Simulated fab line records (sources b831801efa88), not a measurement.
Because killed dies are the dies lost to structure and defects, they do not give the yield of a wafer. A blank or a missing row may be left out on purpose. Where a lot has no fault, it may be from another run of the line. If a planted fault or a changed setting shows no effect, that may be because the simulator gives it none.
The tool behind it: which one?    flow sky130    18 wafers from 6 lots sampled at 2 of the route's 708 steps

## WHAT EACH GAUGE READ, for each wafer
SKY_PWDE_TW_MEAS_10.
lot   measured     on             PWDE_TW
L471  day 4 17:16  film-metro-04  376.7 375.5 375.6
L478  day 6 17:23  film-metro-02  380.9 384.6 384.7 382.6 384.9 384.2
L480  day 7 01:10  film-metro-02  371.3 371.2 371.2
L484  day 7 18:34  film-metro-02  370.5 372.4 372.9
L487  day 8 11:52  film-metro-03  373.5 374.8 374.3
L489  day 9 13:28  film-metro-04  374.6 376.4 375.2

## WHAT TOOL EACH LOT RAN ON (gives the tool, then ch and the chambers of the sampled wafers, and finally the start)
lot   SKY_PWDE_IMPLANT_08
L471  implanter-03 ch 0, day 4 17:01
L478  implanter-04 ch 0, day 6 17:08
L480  implanter-03 ch 0, day 7 00:55
L484  implanter-02 ch 0, day 7 18:19
L487  implanter-03 ch 0, day 8 11:37
L489  implanter-02 ch 0, day 9 13:13
- SKY_PWDE_IMPLANT_08

## THE ANSWER, worked out from the rows above alone
Rule: the lots themselves supply what counts as usual. The widest of any qualifying gaps counts: lots, ordered by their means at a reading, are off when they make up no more than a third of the lots, leave a main group of 4 or more, and stand apart from it by 3 or more times the standard deviation of that group's means. Not used: any main group whose means are identical at the precision the tables above print for the reading. A lot without any number at a reading at which 4 lots or more have one is off too. Where the step has rows for the other lots, those lots are counted as sound.
Off: L478, seen at SKY_PWDE_TW_MEAS_10 (PWDE_TW). Mean 373.7 and standard deviation 1.9 in the main group.
A tool fits if, at a process step before that reading, it ran every lot that is off, and no sound lot after the first of them. Those tools and the gauges at SKY_PWDE_TW_MEAS_10 are tried in the same way. One fits: implanter-04 at SKY_PWDE_IMPLANT_08. It ran no sound lot before its first lot that is off in this sample, so the start can't be narrowed down.

## WHAT WAS PUT IN BY THE SIMULATOR
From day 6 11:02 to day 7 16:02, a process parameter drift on implanter-04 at SKY_PWDE_IMPLANT_08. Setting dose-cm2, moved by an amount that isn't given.
Struck lots among those shown: L478. Same finding as the rule above.
